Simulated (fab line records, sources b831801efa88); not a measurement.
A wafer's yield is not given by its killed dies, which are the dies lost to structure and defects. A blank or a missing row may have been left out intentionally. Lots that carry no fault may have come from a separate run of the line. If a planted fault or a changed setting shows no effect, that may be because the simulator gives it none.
fab line records	flow sky130	part 1 of 2: steps 1 to 26 of 38
record lots=5	wafers=15	last_day=50
route steps=708 shown VIA3@577 METAL4@598 CAP2M@603
lots with no fault: from the same line, run without faults
start_h: start of the lot's first displayed wafer, in hours after the record's first day	wait_h: hours elapsed since this lot's preceding step	" repeats the value in the row above	L1.1+2: a single row standing in for several wafers	- value missing, or start not given	* or withheld: withheld	< > ~ a bound
route shown NAME@n: NAME is a module with steps in the file, n the number in the route of the first one	usual: average and standard deviation across the fault-free wafers	same: alike in all rows	chamber/n: place in a boat	sites: readings site by site	_std_site: standard deviation of those values	_edge_site: the outer-site mean with the inner-site mean subtracted	radius_mm: for every site, how far away it sits from the centre of the wafer	mask NAME#n: copy n	behind: the last tool/chamber to shape the wafer	hold: why the lot was held/for how many hours/how that ended	device: which transistor (n, p or np) failed to switch	end of line: tests run on the same wafers once the route is complete	step lacking rows: just its recipe	killed: at the first sort, the dies lost to defects and structure; wafer yield is something else	map: the dies of a wafer, with x for killed, . for not killed, _ for no die there
set.NAME: the setting the step ran with; set.NAME@STEP: the setting that earlier step ran with	model.NAME: the simulator's own value behind a step, which no gauge read
lots seen at some steps along the route; tables by step, rows by wafer
services: the hour from which a tool's chamber was out of use, counted from the record's first day as start_h (under 0 if before that day), plus the number of hours and why
## steps
# step SKY_VIA3_DEHYDRATE_04
# recipe temp_c=200	time_s=60
lot.wafer	tool	chamber	start_h	wait_h
L075.1+2+6	litho_track-03	0	939.47	11.5
L078.1+5+6	litho_track-04	0	945.54	11.6
L091.2+3+6	litho_track-04	0	1034.66	10.6
L095.2+3+4	litho_track-02	0	1056.84	9.7
L097.1+3+6	litho_track-02	0	1067.71	10.2
# step SKY_VIA3_HMDS_05
# recipe prime_time_s=60	prime_temp_c=120
# same prime_time_s=60
lot.wafer	tool	chamber	start_h	wait_h
L075.1+2+6	litho_track-03	0	939.62	0.1
L078.1+5+6	litho_track-04	0	945.69	0.1
L091.2+3+6	litho_track-04	0	1034.81	0.1
L095.2+3+4	litho_track-02	0	1056.99	0.1
L097.1+3+6	litho_track-02	0	1067.86	0.1
# step SKY_VIA3_COAT_06
# recipe resist=BARC	temp_c=withheld	time_s=withheld	spin_rpm=3000	resist_thk_nm=60
# usual spin_speed_rpm=3000.1/2
lot.wafer	tool	chamber	start_h	wait_h	spin_speed_rpm
L075.1	litho_track-03	0	939.77	0.1	2999.1
L075.2	"	0	"	"	2998.7
L075.6	"	0	"	"	2998.2
L078.1	litho_track-04	0	945.84	0.1	2997.8
L078.5	"	0	"	"	3000.2
L078.6	"	0	"	"	3001.4
L091.2	litho_track-04	0	1034.96	0.1	2999.5
L091.3	"	0	"	"	2999.7
L091.6	"	0	"	"	3001.2
L095.2	litho_track-02	0	1057.14	0.1	3001.5
L095.3	"	0	"	"	3000.9
L095.4	"	0	"	"	2999.4
L097.1	litho_track-02	0	1068.01	0.1	3003.1
L097.3	"	0	"	"	3002.4
L097.6	"	0	"	"	3002.0
# step SKY_VIA3_COAT_07
# recipe resist=KrF-thick	spin_rpm=3000	resist_thk_nm=450
# usual spin_speed_rpm=2999.9/2
lot.wafer	tool	chamber	start_h	wait_h	spin_speed_rpm
L075.1	litho_track-03	0	-	-	2996.9
L075.2	"	0	"	"	2998.7
L075.6	"	0	"	"	3000.8
L078.1	litho_track-04	0	-	-	2997.4
L078.5	"	0	"	"	2999.2
L078.6	"	0	"	"	2999.2
L091.2	litho_track-04	0	-	-	3001.4
L091.3	"	0	"	"	2997.1
L091.6	"	0	"	"	2998.7
L095.2	litho_track-02	0	-	-	2997.2
L095.3	"	0	"	"	3000.0
L095.4	"	0	"	"	3000.5
L097.1	litho_track-02	0	-	-	3002.1
L097.3	"	0	"	"	2996.8
L097.6	"	0	"	"	2996.7
# step SKY_VIA3_SOFTBAKE_08
# recipe temp_c=100	time_s=90	resist=KrF-thick
lot.wafer	tool	chamber	start_h	wait_h
L075.1+2+6	litho_track-03	0	-	-
L078.1+5+6	litho_track-04	0	-	-
L091.2+3+6	litho_track-04	0	-	-
L095.2+3+4	litho_track-02	0	-	-
L097.1+3+6	litho_track-02	0	-	-
# step SKY_VIA3_EXPOSE_09
# recipe mask_id=VIM3	na=0.8	source_shape=annular	sigma_inner=0.55	sigma_outer=0.85	target_cd_nm=200	dose_mj=38
# usual focus_offset_nm=-0.1/0.55	reticle_temp_C=22.99/0.12
lot.wafer	tool	chamber	start_h	wait_h	mask	focus_offset_nm	reticle_temp_C
L075.1	krf_scanner-02	0	-	-	VIM3#0	-0.1	23.08
L075.2	"	0	"	"	VIM3#0	-0.3	23.04
L075.6	"	0	"	"	VIM3#0	-0.7	23.00
L078.1	krf_scanner-02	0	-	-	VIM3#0	-0.4	22.82
L078.5	"	0	"	"	VIM3#0	-0.2	22.83
L078.6	"	0	"	"	VIM3#0	-0.1	22.78
L091.2	krf_scanner-01	0	-	-	VIM3#0	0.7	22.91
L091.3	"	0	"	"	VIM3#0	0.4	22.90
L091.6	"	0	"	"	VIM3#0	0.5	22.98
L095.2	krf_scanner-02	0	-	-	VIM3#0	-0.1	23.05
L095.3	"	0	"	"	VIM3#0	0.1	23.01
L095.4	"	0	"	"	VIM3#0	-0.3	22.98
L097.1	krf_scanner-01	0	-	-	VIM3#0	-1.0	23.11
L097.3	"	0	"	"	VIM3#0	-1.2	23.15
L097.6	"	0	"	"	VIM3#0	-0.4	22.92
# step SKY_VIA3_PEB_10
# recipe peb_temp_c=withheld	peb_time_s=withheld	resist=KrF-thick
lot.wafer	tool	chamber	start_h	wait_h
L075.1+2+6	litho_track-02	0	-	-
L078.1+5+6	litho_track-04	0	-	-
L091.2+3+6	litho_track-02	0	-	-
L095.2+3+4	litho_track-04	0	-	-
L097.1+3+6	litho_track-03	0	-	-
# step SKY_VIA3_DEVELOP_11
# recipe develop_time_s=60	resist=KrF-thick	dev_temp_c=21
lot.wafer	tool	chamber	start_h	wait_h
L075.1+2+6	litho_track-02	0	-	-
L078.1+5+6	litho_track-04	0	-	-
L091.2+3+6	litho_track-02	0	-	-
L095.2+3+4	litho_track-04	0	-	-
L097.1+3+6	litho_track-03	0	-	-
# step SKY_VIA3_CD_MEAS_12
# recipe target_cd_nm=200
# usual cd_nm=199.8/1.6
lot.wafer	tool	chamber	start_h	wait_h	cd_nm
L075.1	cd_sem-01	-	952.91	-	201.4
L075.2	"	-	"	"	199.9
L075.6	"	-	"	"	200.8
L078.1	cd_sem-01	-	958.24	-	197.6
L078.5	"	-	"	"	197.1
L078.6	"	-	"	"	199.3
L091.2	cd_sem-01	-	1046.58	-	202.7
L091.3	"	-	"	"	201.7
L091.6	"	-	"	"	202.0
L095.2	cd_sem-01	-	1068.31	-	200.6
L095.3	"	-	"	"	198.7
L095.4	"	-	"	"	198.8
L097.1	cd_sem-01	-	1078.92	-	199.1
L097.3	"	-	"	"	198.3
L097.6	"	-	"	"	198.7
# step SKY_VIA3_OVL_MEAS_13
# usual VIA3_OVL=2/5.8
lot.wafer	tool	chamber	start_h	wait_h	VIA3_OVL[nm]
L075.1	overlay-02	-	953.03	0.1	-4
L075.2	"	-	"	"	-1
L075.6	"	-	"	"	-1
L078.1	overlay-02	-	958.36	0.1	5
L078.5	"	-	"	"	-1
L078.6	"	-	"	"	8
L091.2	overlay-01	-	1046.69	0.1	8
L091.3	"	-	"	"	11
L091.6	"	-	"	"	10
L095.2	overlay-01	-	1068.41	0.1	3
L095.3	"	-	"	"	4
L095.4	"	-	"	"	0
L097.1	overlay-01	-	1079.04	0.1	10
L097.3	"	-	"	"	2
L097.6	"	-	"	"	10
# step SKY_VIA3_ETCH_14
# recipe chemistry=N2/H2	target=BARC	ion_energy_ev=200	source_w=500	bias_w=100	pressure_mtorr=30	n2_flow_sccm=100	h2_flow_sccm=200	stop_on=SiO2	time_s=45.9	target_depth_a=600
# usual drypump_motor_current_A=5.7/0.36	oes_product_au=0.856/0.005	throttle_valve_pct=13.224/0.0096
lot.wafer	tool	chamber	start_h	wait_h	drypump_motor_current_A	oes_product_au	rf_hours_counter_h	throttle_valve_pct
L075.1	rie_diel-01	3	953.07	0.0	6.0	0.851	6	13.237
L075.2	"	2	"	"	5.3	0.852	20	13.204
L075.6	"	3	"	"	6.0	0.861	-	13.227
L078.1	rie_diel-01	3	958.39	0.0	6.0	0.856	6	13.204
L078.5	"	0	"	"	6.4	0.852	-	13.222
L078.6	"	3	"	"	6.0	0.856	-	13.209
L091.2	rie_diel-01	1	1046.72	0.0	5.9	0.848	18	13.221
L091.3	"	3	"	"	6.0	0.854	9	13.231
L091.6	"	0	"	"	6.4	0.859	-	13.231
L095.2	rie_diel-01	2	1068.44	0.0	5.3	0.863	23	13.223
L095.3	"	3	"	"	6.0	0.844	9	13.213
L095.4	"	0	"	"	6.4	0.848	6	13.233
L097.1	rie_diel-03	0	1079.08	0.0	5.2	0.864	29	13.237
L097.3	"	1	"	"	6.1	0.854	23	13.224
L097.6	"	2	"	"	5.7	0.852	-	13.227
# step SKY_VIA3_ETCH_15
# recipe target=SiO2	chemistry=C4F8/O2/Ar	target_depth_nm=507	stop_on=TiN	mask_material=KrF-thick	source_w=1500	bias_w=1200	pressure_mtorr=40	c4f8_flow_sccm=withheld	O2_flow_sccm=6	Ar_flow_sccm=300	time_s=78
# usual oes_product_au=0.947/0.0046
lot.wafer	tool	chamber	start_h	wait_h	oes_product_au	rf_hours_counter_h
L075.1	rie_diel-01	3	953.11	0.0	0.942	6
L075.2	"	2	"	"	0.948	20
L075.6	"	3	"	"	0.950	-
L078.1	rie_diel-01	3	958.43	0.0	0.947	6
L078.5	"	0	"	"	0.955	-
L078.6	"	3	"	"	0.949	-
L091.2	rie_diel-01	1	1046.76	0.0	0.938	18
L091.3	"	3	"	"	0.956	9
L091.6	"	0	"	"	0.947	-
L095.2	rie_diel-01	2	1068.48	0.0	0.940	23
L095.3	"	3	"	"	0.947	9
L095.4	"	0	"	"	0.947	6
L097.1	rie_diel-03	0	1079.12	0.0	0.951	29
L097.3	"	1	"	"	0.948	23
L097.6	"	2	"	"	0.944	-
# step SKY_VIA3_STRIP_16
# recipe chemistry=O2/N2	power_w=1400	pressure_mtorr=1500	platen_temp_c=withheld	o2_flow_sccm=3000	n2_flow_sccm=300	overash_fraction=0.5
# usual drypump_motor_current_A=5.5/0.57	oes_product_au=0.402/0.005	strip_time_to_endpoint_s=4.131/0.023
lot.wafer	tool	chamber	start_h	wait_h	drypump_motor_current_A	oes_product_au	rf_hours_counter_h	strip_time_to_endpoint_s
L075.1	plasma_asher-02	1	953.17	0.0	6.4	0.403	111	4.135
L075.2	"	0	"	"	5.8	0.402	111	4.124
L075.6	"	0	"	"	5.8	0.396	-	4.141
L078.1	plasma_asher-02	0	958.49	0.0	5.8	0.406	112	4.157
L078.5	"	0	"	"	5.8	0.403	-	4.141
L078.6	"	1	"	"	6.5	0.404	-	4.144
L091.2	plasma_asher-03	1	1046.82	0.0	5.3	0.403	90	4.089
L091.3	"	0	"	"	6.2	0.395	-	4.127
L091.6	"	1	"	"	5.2	0.396	-	4.092
L095.2	plasma_asher-03	1	1068.54	0.0	5.2	0.404	93	4.180
L095.3	"	0	"	"	6.2	0.398	-	4.144
L095.4	"	1	"	"	5.2	0.407	-	4.147
L097.1	plasma_asher-01	0	1079.18	0.0	4.9	0.396	34	4.131
L097.3	"	0	"	"	4.9	0.397	-	4.138
L097.6	"	0	"	"	4.8	0.411	-	4.144
# step SKY_VIA3_STRIP_17
# recipe chemistry=post_etch_residue_remover	time_s=1200	temp_c=72.5
# usual bath_guard_temp_C=72.2/0.54	temp_c=72.47/0.13
lot.wafer	tool	chamber	start_h	wait_h	bath_guard_temp_C	temp_c
L075.1	wet_bench-03	1	953.27	0.1	73.5	72.56
L075.2	"	1	"	"	73.5	72.50
L075.6	"	1	"	"	73.4	72.57
L078.1	wet_bench-03	3	958.59	0.1	72.4	72.45
L078.5	"	3	"	"	72.7	72.42
L078.6	"	3	"	"	72.4	72.30
L091.2	wet_bench-03	1	1046.92	0.1	73.2	72.48
L091.3	"	1	"	"	73.4	72.80
L091.6	"	1	"	"	73.7	72.43
L095.2	wet_bench-02	0	1068.64	0.1	72.4	72.60
L095.3	"	0	"	"	72.5	72.41
L095.4	"	0	"	"	72.4	72.59
L097.1	wet_bench-03	3	1079.28	0.1	72.5	72.35
L097.3	"	3	"	"	72.4	72.39
L097.6	"	3	"	"	73.1	72.44
# step SKY_VIA3_CLEAN_18
# recipe chemistry=IPA	time_s=180	temp_c=25
# usual temp_c=24.99/0.12
lot.wafer	tool	chamber	start_h	wait_h	temp_c
L075.1	wet_bench-02	2	953.61	0.0	25.06
L075.2	"	2	"	"	24.82
L075.6	"	2	"	"	25.06
L078.1	wet_bench-02	0	958.97	0.0	25.21
L078.5	"	0	"	"	24.99
L078.6	"	0	"	"	24.98
L091.2	wet_bench-02	2	1047.29	0.0	24.84
L091.3	"	2	"	"	24.81
L091.6	"	2	"	"	24.97
L095.2	wet_bench-03	0	1068.99	0.0	25.03
L095.3	"	0	"	"	24.95
L095.4	"	0	"	"	24.92
L097.1	wet_bench-01	0	1080.09	0.0	24.79
L097.3	"	0	"	"	25.16
L097.6	"	0	"	"	25.00
# step SKY_VIA3_CLEAN_19
# recipe chemistry=O3/DIW	dry=n2_spin
lot.wafer	tool	chamber	start_h	wait_h
L075.1+2+6	wet_bench-01	0	953.67	0.0
L078.1+5+6	wet_bench-01	2	959.09	0.0
L091.2+3+6	wet_bench-02	3	1047.35	0.0
L095.2+3+4	wet_bench-02	2	1069.04	0.0
L097.1+3+6	wet_bench-03	0	1080.16	0.0
# step SKY_VIA3_SPUTTER_20
# recipe material=TiN	target_thk_nm=20	chamber_pressure_pa=5	power_w=4000	time_s=80
# usual throttle_valve_pct=30.4/1
lot.wafer	tool	chamber	start_h	wait_h	throttle_valve_pct
L075.1	pvd_sputter-02	-	953.76	0.0	29.4
L075.2	"	-	"	"	32.0
L075.6	"	-	"	"	30.9
L078.1	pvd_sputter-01	-	959.19	0.0	28.5
L078.5	"	-	"	"	31.3
L078.6	"	-	"	"	28.1
L091.2	pvd_sputter-03	-	1047.44	0.0	29.7
L091.3	"	-	"	"	29.7
L091.6	"	-	"	"	29.7
L095.2	pvd_sputter-03	-	1069.14	0.0	31.4
L095.3	"	-	"	"	30.6
L095.4	"	-	"	"	30.0
L097.1	pvd_sputter-02	-	1080.37	0.0	29.4
L097.3	"	-	"	"	29.3
L097.6	"	-	"	"	29.4
# step SKY_VIA3_CVD_21
# recipe material=W	target_thk_nm=390	time_s=117.31	temp_c=400	pressure_torr=40
# usual heater_power_w=816/140
lot.wafer	tool	chamber	start_h	wait_h	heater_power_w
L075.1	cvd_w-01	1	953.83	0.0	654
L075.2	"	0	"	"	755
L075.6	"	0	"	"	758
L078.1	cvd_w-01	1	959.25	0.0	659
L078.5	"	1	"	"	659
L078.6	"	0	"	"	773
L091.2	cvd_w-02	1	1047.50	0.0	814
L091.3	"	1	"	"	793
L091.6	"	0	"	"	1036
L095.2	cvd_w-02	0	1069.20	0.0	1028
L095.3	"	1	"	"	805
L095.4	"	0	"	"	1049
L097.1	cvd_w-02	1	1080.43	0.0	813
L097.3	"	1	"	"	809
L097.6	"	1	"	"	806
# step SKY_VIA3_RS_MEAS_22
# recipe thk_meas_gauge=four-point-probe	reads=W_of_VIA3_CVD_21+TiN_of_VIA3_SPUTTER_20
# usual VIA3_W_RS=0.291/0.0061
lot.wafer	tool	chamber	start_h	wait_h	VIA3_W_RS[ohm/sq]
L075.1	film_metro-02	-	953.95	0.1	0.298
L075.2	"	-	"	"	0.290
L075.6	"	-	"	"	0.291
L078.1	film_metro-02	-	959.37	0.1	0.295
L078.5	"	-	"	"	0.295
L078.6	"	-	"	"	0.289
L091.2	film_metro-03	-	1047.65	0.1	0.290
L091.3	"	-	"	"	0.285
L091.6	"	-	"	"	0.278
L095.2	film_metro-02	-	1069.34	0.1	0.284
L095.3	"	-	"	"	0.294
L095.4	"	-	"	"	0.279
L097.1	film_metro-03	-	1080.56	0.1	0.292
L097.3	"	-	"	"	0.291
L097.6	"	-	"	"	0.293
# step SKY_VIA3_THK_MEAS_23
# recipe thk_meas_gauge=xrf	reads=W_of_VIA3_CVD_21
# usual VIA3_W_THK=384/8.3
lot.wafer	tool	chamber	start_h	wait_h	VIA3_W_THK[nm]
L075.1	film_metro-02	-	954.07	0.1	375
L075.2	"	-	"	"	383
L075.6	"	-	"	"	382
L078.1	film_metro-02	-	959.49	0.1	378
L078.5	"	-	"	"	380
L078.6	"	-	"	"	387
L091.2	film_metro-03	-	1047.76	0.1	386
L091.3	"	-	"	"	394
L091.6	"	-	"	"	401
L095.2	film_metro-02	-	1069.45	0.1	394
L095.3	"	-	"	"	383
L095.4	"	-	"	"	402
L097.1	film_metro-03	-	1080.68	0.1	385
L097.3	"	-	"	"	384
L097.6	"	-	"	"	381
# step SKY_VIA3_CMP_24
# recipe stop_on=SiO2	t_overpolish_s=20	down_force_psi=3.5	platen_rpm=60	target_thk_nm=0	pad_velocity_m_s=0.94248
# usual motor_current_A=10.7/0.86	overpolish_run_s=20.001/0.0095	slurry_filter_dp_kPa=13.50/0.13	time_to_endpoint_s=97/3.5
lot.wafer	tool	chamber	start_h	wait_h	motor_current_A	overpolish_run_s	slurry_filter_dp_kPa	time_to_endpoint_s
L075.1	cmp-01	2	954.23	0.1	12.1	20.001	13.49	96
L075.2	"	3	"	"	10.8	19.996	13.58	99
L075.6	"	1	"	"	10.2	19.974	13.45	100
L078.1	cmp-02	3	959.60	0.1	10.6	20.002	13.50	91
L078.6	"	2	"	"	11.0	19.990	13.64	96
L078.5	"	3	"	"	9.9	19.994	13.76	97
L091.2	cmp-01	0	1047.91	0.1	11.0	20.004	13.70	100
L091.3	"	1	"	"	10.0	20.008	13.35	103
L091.6	"	3	"	"	11.0	20.005	13.67	100
L095.3	cmp-01	0	1069.50	0.0	10.2	20.015	13.74	95
L095.2	"	1	"	"	9.8	20.000	13.50	98
L095.4	"	3	"	"	10.1	20.007	13.31	98
L097.3	cmp-02	2	1080.74	0.0	11.1	19.999	13.41	93
L097.1	"	1	"	"	9.4	20.004	13.54	96
L097.6	"	2	"	"	11.4	19.983	13.50	94
# step SKY_METAL4_SPUTTER_00
# recipe material=Ti	target_thk_nm=15	power_w=3000	time_s=10	chamber_pressure_pa=0.4
# usual throttle_valve_pct=30.3/1.3
lot.wafer	tool	chamber	start_h	wait_h	throttle_valve_pct
L075.1	pvd_sputter-01	-	954.43	0.1	31.9
L075.2	"	-	"	"	28.4
L075.6	"	-	"	"	28.6
L078.1	pvd_sputter-04	-	959.85	0.2	31.0
L078.5	"	-	"	"	31.2
L078.6	"	-	"	"	29.6
L091.2	pvd_sputter-01	-	1048.11	0.1	32.2
L091.3	"	-	"	"	28.4
L091.6	"	-	"	"	32.2
L095.2	pvd_sputter-02	-	1069.80	0.2	31.0
L095.3	"	-	"	"	29.5
L095.4	"	-	"	"	30.7
L097.1	pvd_sputter-04	-	1081.04	0.1	29.5
L097.3	"	-	"	"	31.3
L097.6	"	-	"	"	28.5
# step SKY_METAL4_SPUTTER_01
# recipe material=TiN	target_thk_nm=20	power_w=6500	time_s=16.7	chamber_pressure_pa=0.4
# usual throttle_valve_pct=30.3/1.3
lot.wafer	tool	chamber	start_h	wait_h	throttle_valve_pct
L075.1	pvd_sputter-01	-	954.45	0.0	32.1
L075.2	"	-	"	"	28.4
L075.6	"	-	"	"	28.3
L078.1	pvd_sputter-04	-	959.87	0.0	31.1
L078.5	"	-	"	"	31.4
L078.6	"	-	"	"	29.4
L091.2	pvd_sputter-01	-	1048.13	0.0	32.0
L091.3	"	-	"	"	28.5
L091.6	"	-	"	"	32.1
L095.2	pvd_sputter-02	-	1069.82	0.0	31.0
L095.3	"	-	"	"	29.2
L095.4	"	-	"	"	30.6
L097.1	pvd_sputter-04	-	1081.06	0.0	29.3
L097.3	"	-	"	"	30.9
L097.6	"	-	"	"	28.2
# step SKY_METAL4_SPUTTER_02
# recipe material=AlCu	target_thk_nm=735	power_w=10600	time_s=39.1	chamber_pressure_pa=0.4
# usual throttle_valve_pct=30.3/1.3
lot.wafer	tool	chamber	start_h	wait_h	throttle_valve_pct
L075.1	pvd_sputter-01	-	954.48	0.0	32.1
L075.2	"	-	"	"	28.3
L075.6	"	-	"	"	28.4
L078.1	pvd_sputter-04	-	959.90	0.0	31.1
L078.5	"	-	"	"	31.2
L078.6	"	-	"	"	29.3
L091.2	pvd_sputter-01	-	1048.15	0.0	32.2
L091.3	"	-	"	"	28.7
L091.6	"	-	"	"	32.1
L095.2	pvd_sputter-02	-	1069.85	0.0	30.9
L095.3	"	-	"	"	29.5
L095.4	"	-	"	"	31.1
L097.1	pvd_sputter-04	-	1081.09	0.0	29.5
L097.3	"	-	"	"	31.4
L097.6	"	-	"	"	28.4
# step SKY_METAL4_SPUTTER_03
# recipe material=Ti	target_thk_nm=5	power_w=3000	time_s=3.3	chamber_pressure_pa=0.4
# usual throttle_valve_pct=30.4/1.3
lot.wafer	tool	chamber	start_h	wait_h	throttle_valve_pct
L075.1	pvd_sputter-01	-	954.51	0.0	32.2
L075.2	"	-	"	"	28.4
L075.6	"	-	"	"	28.5
L078.1	pvd_sputter-04	-	959.94	0.0	31.2
L078.5	"	-	"	"	31.1
L078.6	"	-	"	"	29.5
L091.2	pvd_sputter-01	-	1048.19	0.0	32.0
L091.3	"	-	"	"	28.3
L091.6	"	-	"	"	32.0
L095.2	pvd_sputter-02	-	1069.89	0.0	30.8
L095.3	"	-	"	"	29.4
L095.4	"	-	"	"	30.8
L097.1	pvd_sputter-04	-	1081.12	0.0	29.4
L097.3	"	-	"	"	31.1
L097.6	"	-	"	"	28.4
# step SKY_METAL4_SPUTTER_04
# recipe material=TiN	target_thk_nm=70	power_w=6500	time_s=58.3	chamber_pressure_pa=0.4
# usual throttle_valve_pct=30.3/1.3
lot.wafer	tool	chamber	start_h	wait_h	throttle_valve_pct
L075.1	pvd_sputter-01	-	954.53	0.0	32.0
L075.2	"	-	"	"	28.7
L075.6	"	-	"	"	28.6
L078.1	pvd_sputter-04	-	959.95	0.0	31.2
L078.5	"	-	"	"	31.0
L078.6	"	-	"	"	29.5
L091.2	pvd_sputter-01	-	1048.21	0.0	32.0
L091.3	"	-	"	"	28.3
L091.6	"	-	"	"	31.8
L095.2	pvd_sputter-02	-	1069.90	0.0	31.2
L095.3	"	-	"	"	29.5
L095.4	"	-	"	"	30.8
L097.1	pvd_sputter-04	-	1081.14	0.0	29.3
L097.3	"	-	"	"	31.2
L097.6	"	-	"	"	28.4
